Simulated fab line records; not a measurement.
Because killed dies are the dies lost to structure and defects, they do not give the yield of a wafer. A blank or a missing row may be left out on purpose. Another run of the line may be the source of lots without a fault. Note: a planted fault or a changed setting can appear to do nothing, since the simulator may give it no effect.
What tool caused it? || flow gf180mcu || Sampling: 12 lots, 36 wafers, 5 of 602 route steps

== WHAT THE GAUGES READ, wafer by wafer ==
GF_SAB_OVL_MEAS_10.
{"lot": "L501", "measured": "day 14 22:43", "on": "overlay-02", "SAB_OVL (nm)": "-0.8 -1.7 -1.4"}
{"lot": "L502", "measured": "day 15 18:16", "on": "overlay-01", "SAB_OVL (nm)": "0.1 0.9 0.0"}
{"lot": "L504", "measured": "day 16 00:38", "on": "overlay-01", "SAB_OVL (nm)": "-0.4 0.2 0.7"}
{"lot": "L505", "measured": "day 16 18:49", "on": "overlay-02", "SAB_OVL (nm)": "-1.4 -0.5 -0.2"}
{"lot": "L509", "measured": "day 18 02:21", "on": "overlay-01", "SAB_OVL (nm)": "-1.0 -3.8 -1.5"}
{"lot": "L510", "measured": "day 18 13:33", "on": "overlay-02", "SAB_OVL (nm)": "-1.8 -0.9 -0.2"}
{"lot": "L511", "measured": "day 18 19:32", "on": "overlay-02", "SAB_OVL (nm)": "-0.4 1.0 1.6"}
{"lot": "L519", "measured": "day 21 17:25", "on": "overlay-02", "SAB_OVL (nm)": "0.7 0.6 -0.7"}
{"lot": "L520", "measured": "day 21 22:25", "on": "overlay-02", "SAB_OVL (nm)": "-0.5 -1.4 0.5"}
{"lot": "L521", "measured": "day 22 04:25", "on": "overlay-01", "SAB_OVL (nm)": "0.1 1.4 -1.1"}
{"lot": "L522", "measured": "day 22 13:10", "on": "overlay-02", "SAB_OVL (nm)": "-1.1 -1.8 -0.5"}
{"lot": "L523", "measured": "day 22 20:47", "on": "overlay-01", "SAB_OVL (nm)": "-1.4 -1.0 -1.6"}

GF_SALICIDE_RS_MEAS_04: the measuring method here is four-point-probe.
{"lot": "L501", "measured": "day 14 23:10", "on": "film_metro-02", "SALICIDE_TIN_RS (ohm/sq)": "16.5 16.8 16.5"}
{"lot": "L502", "measured": "day 15 18:41", "on": "film_metro-04", "SALICIDE_TIN_RS (ohm/sq)": "15.8 16.0 15.8"}
{"lot": "L504", "measured": "day 16 01:06", "on": "film_metro-02", "SALICIDE_TIN_RS (ohm/sq)": "17.1 16.6 16.7"}
{"lot": "L505", "measured": "day 16 19:14", "on": "film_metro-03", "SALICIDE_TIN_RS (ohm/sq)": "16.3 16.0 16.0"}
{"lot": "L509", "measured": "day 18 02:47", "on": "film_metro-03", "SALICIDE_TIN_RS (ohm/sq)": "16.1 16.1 15.9"}
{"lot": "L510", "measured": "day 18 13:59", "on": "film_metro-03", "SALICIDE_TIN_RS (ohm/sq)": "16.5 16.5 16.8"}
{"lot": "L511", "measured": "day 18 19:58", "on": "film_metro-04", "SALICIDE_TIN_RS (ohm/sq)": "16.6 15.9 16.4"}
{"lot": "L519", "measured": "day 21 17:52", "on": "film_metro-02", "SALICIDE_TIN_RS (ohm/sq)": "16.6 17.0 17.0"}
{"lot": "L520", "measured": "day 21 22:52", "on": "film_metro-04", "SALICIDE_TIN_RS (ohm/sq)": "16.5 16.8 16.5"}
{"lot": "L521", "measured": "day 22 04:54", "on": "film_metro-04", "SALICIDE_TIN_RS (ohm/sq)": "16.6 16.5 16.1"}
{"lot": "L522", "measured": "day 22 13:36", "on": "film_metro-04", "SALICIDE_TIN_RS (ohm/sq)": "16.1 15.7 16.1"}
{"lot": "L523", "measured": "day 22 21:14", "on": "film_metro-02", "SALICIDE_TIN_RS (ohm/sq)": "16.1 16.2 16.6"}

GF_M1_THK_MEAS_06: measures by xrf.
{"lot": "L501", "measured": "day 15 23:49", "on": "film_metro-03", "M1_ALCU_THK (nm)": "451 449 447"}
{"lot": "L502", "measured": "day 16 20:18", "on": "film_metro-01", "M1_ALCU_THK (nm)": "453 451 462"}
{"lot": "L504", "measured": "day 17 02:02", "on": "film_metro-01", "M1_ALCU_THK (nm)": "455 445 457"}
{"lot": "L505", "measured": "day 17 20:55", "on": "film_metro-03", "M1_ALCU_THK (nm)": "449 445 454"}
{"lot": "L509", "measured": "day 19 05:56", "on": "film_metro-04", "M1_ALCU_THK (nm)": "451 459 452"}
{"lot": "L510", "measured": "day 19 17:59", "on": "film_metro-03", "M1_ALCU_THK (nm)": "461 454 454"}
{"lot": "L511", "measured": "day 19 22:44", "on": "film_metro-03", "M1_ALCU_THK (nm)": "443 431 434"}
{"lot": "L519", "measured": "day 22 19:52", "on": "film_metro-04", "M1_ALCU_THK (nm)": "463 456 440"}
{"lot": "L520", "measured": "day 23 01:01", "on": "film_metro-04", "M1_ALCU_THK (nm)": "459 446 447"}
{"lot": "L521", "measured": "day 23 07:04", "on": "film_metro-01", "M1_ALCU_THK (nm)": "461 452 463"}
{"lot": "L522", "measured": "day 23 14:53", "on": "film_metro-03", "M1_ALCU_THK (nm)": "441 450 449"}
{"lot": "L523", "measured": "day 23 22:47", "on": "film_metro-03", "M1_ALCU_THK (nm)": "441 449 438"}

== EACH LOT AND THE TOOL THAT RAN IT (in order: tool; ch and the chambers of the sampled wafers; start) ==
{"lot": "L501", "GF_CONTACT_SPUTTER_22": "pvd_sputter-01, day 15 22:41", "GF_M1_SPUTTER_04": "pvd_sputter-04, day 15 23:38"}
{"lot": "L502", "GF_CONTACT_SPUTTER_22": "pvd_sputter-01, day 16 19:16", "GF_M1_SPUTTER_04": "pvd_sputter-04, day 16 20:08"}
{"lot": "L504", "GF_CONTACT_SPUTTER_22": "pvd_sputter-04, day 17 01:00", "GF_M1_SPUTTER_04": "pvd_sputter-02, day 17 01:52"}
{"lot": "L505", "GF_CONTACT_SPUTTER_22": "pvd_sputter-04, day 17 19:54", "GF_M1_SPUTTER_04": "pvd_sputter-03, day 17 20:46"}
{"lot": "L509", "GF_CONTACT_SPUTTER_22": "pvd_sputter-01, day 19 04:55", "GF_M1_SPUTTER_04": "pvd_sputter-04, day 19 05:47"}
{"lot": "L510", "GF_CONTACT_SPUTTER_22": "pvd_sputter-01, day 19 15:53", "GF_M1_SPUTTER_04": "pvd_sputter-04, day 19 17:49"}
{"lot": "L511", "GF_CONTACT_SPUTTER_22": "pvd_sputter-04, day 19 21:43", "GF_M1_SPUTTER_04": "pvd_sputter-04, day 19 22:35"}
{"lot": "L519", "GF_CONTACT_SPUTTER_22": "pvd_sputter-02, day 22 18:50", "GF_M1_SPUTTER_04": "pvd_sputter-02, day 22 19:41"}
{"lot": "L520", "GF_CONTACT_SPUTTER_22": "pvd_sputter-04, day 22 23:58", "GF_M1_SPUTTER_04": "pvd_sputter-02, day 23 00:50"}
{"lot": "L521", "GF_CONTACT_SPUTTER_22": "pvd_sputter-02, day 23 06:01", "GF_M1_SPUTTER_04": "pvd_sputter-03, day 23 06:53"}
{"lot": "L522", "GF_CONTACT_SPUTTER_22": "pvd_sputter-01, day 23 13:51", "GF_M1_SPUTTER_04": "pvd_sputter-03, day 23 14:43"}
{"lot": "L523", "GF_CONTACT_SPUTTER_22": "pvd_sputter-04, day 23 21:45", "GF_M1_SPUTTER_04": "pvd_sputter-02, day 23 22:37"}
- GF_CONTACT_SPUTTER_22: material Ti, target thk 15 nm, time 80.02 s.
- GF_M1_SPUTTER_04: material TiN, target thk 50 nm, time 41.7 s.

== WHAT THE TOOLS THEMSELVES READ (means of the sampled wafers that have a number; where no wafer has one, the mark that the record gives instead) ==
GF_CONTACT_SPUTTER_22.
{"lot": "L501", "tool": "pvd_sputter-01", "cathode_dc_power_W (W)": 2500.1, "throttle_valve_pct (%)": 29.0}
{"lot": "L502", "tool": "pvd_sputter-01", "cathode_dc_power_W (W)": 2500.3, "throttle_valve_pct (%)": 29.3}
{"lot": "L504", "tool": "pvd_sputter-04", "cathode_dc_power_W (W)": 2500.4, "throttle_valve_pct (%)": 30.0}
{"lot": "L505", "tool": "pvd_sputter-04", "cathode_dc_power_W (W)": 2500.3, "throttle_valve_pct (%)": 29.8}
{"lot": "L509", "tool": "pvd_sputter-01", "cathode_dc_power_W (W)": 2500.0, "throttle_valve_pct (%)": 29.5}
{"lot": "L510", "tool": "pvd_sputter-01", "cathode_dc_power_W (W)": 2500.0, "throttle_valve_pct (%)": 29.4}
{"lot": "L511", "tool": "pvd_sputter-04", "cathode_dc_power_W (W)": 2500.0, "throttle_valve_pct (%)": 29.7}
{"lot": "L519", "tool": "pvd_sputter-02", "cathode_dc_power_W (W)": 2500.2, "throttle_valve_pct (%)": 31.1}
{"lot": "L520", "tool": "pvd_sputter-04", "cathode_dc_power_W (W)": 2499.6, "throttle_valve_pct (%)": 30.1}
{"lot": "L521", "tool": "pvd_sputter-02", "cathode_dc_power_W (W)": 2499.5, "throttle_valve_pct (%)": 30.8}
{"lot": "L522", "tool": "pvd_sputter-01", "cathode_dc_power_W (W)": 2500.4, "throttle_valve_pct (%)": 28.9}
{"lot": "L523", "tool": "pvd_sputter-04", "cathode_dc_power_W (W)": 2499.8, "throttle_valve_pct (%)": 29.6}

GF_M1_SPUTTER_04.
{"lot": "L501", "tool": "pvd_sputter-04", "cathode_dc_power_W (W)": 6499.7, "throttle_valve_pct (%)": 30.1}
{"lot": "L502", "tool": "pvd_sputter-04", "cathode_dc_power_W (W)": 6499.9, "throttle_valve_pct (%)": 29.7}
{"lot": "L504", "tool": "pvd_sputter-02", "cathode_dc_power_W (W)": 6501.2, "throttle_valve_pct (%)": 30.5}
{"lot": "L505", "tool": "pvd_sputter-03", "cathode_dc_power_W (W)": 6499.5, "throttle_valve_pct (%)": 30.6}
{"lot": "L509", "tool": "pvd_sputter-04", "cathode_dc_power_W (W)": 6499.4, "throttle_valve_pct (%)": 29.9}
{"lot": "L510", "tool": "pvd_sputter-04", "cathode_dc_power_W (W)": 6499.4, "throttle_valve_pct (%)": 30.1}
{"lot": "L511", "tool": "pvd_sputter-04", "cathode_dc_power_W (W)": 6500.3, "throttle_valve_pct (%)": 29.9}
{"lot": "L519", "tool": "pvd_sputter-02", "cathode_dc_power_W (W)": 6499.2, "throttle_valve_pct (%)": 30.6}
{"lot": "L520", "tool": "pvd_sputter-02", "cathode_dc_power_W (W)": 6500.4, "throttle_valve_pct (%)": 31.0}
{"lot": "L521", "tool": "pvd_sputter-03", "cathode_dc_power_W (W)": 6500.5, "throttle_valve_pct (%)": 30.0}
{"lot": "L522", "tool": "pvd_sputter-03", "cathode_dc_power_W (W)": 6500.4, "throttle_valve_pct (%)": 30.6}
{"lot": "L523", "tool": "pvd_sputter-02", "cathode_dc_power_W (W)": 6500.1, "throttle_valve_pct (%)": 30.2}

== THE ANSWER, worked out from the rows above alone ==
Rule: the lots themselves supply what counts as usual. The widest of any qualifying gaps counts: lots, ordered by their means at a reading, are off when they make up no more than a third of the lots, leave a main group of 4 or more, and stand apart from it by 3 or more times the standard deviation of that group's means. A main group is skipped when, at the precision printed for the reading in the tables above, its means are all equal. Also off: a lot with no number at a reading for which 4 or more lots have one. Where the step has rows for the other lots, those lots are counted as sound. The gauges are gone through in route order, then the tools' own readings, and for those a lot's mean is taken as printed above. At the first step where some lot is off, the reading lying furthest off is the one used; lots without a number count as furthest.
None of the lots is off at any reading shown; this tells nothing.

== WHAT WAS PUT IN BY THE SIMULATOR ==
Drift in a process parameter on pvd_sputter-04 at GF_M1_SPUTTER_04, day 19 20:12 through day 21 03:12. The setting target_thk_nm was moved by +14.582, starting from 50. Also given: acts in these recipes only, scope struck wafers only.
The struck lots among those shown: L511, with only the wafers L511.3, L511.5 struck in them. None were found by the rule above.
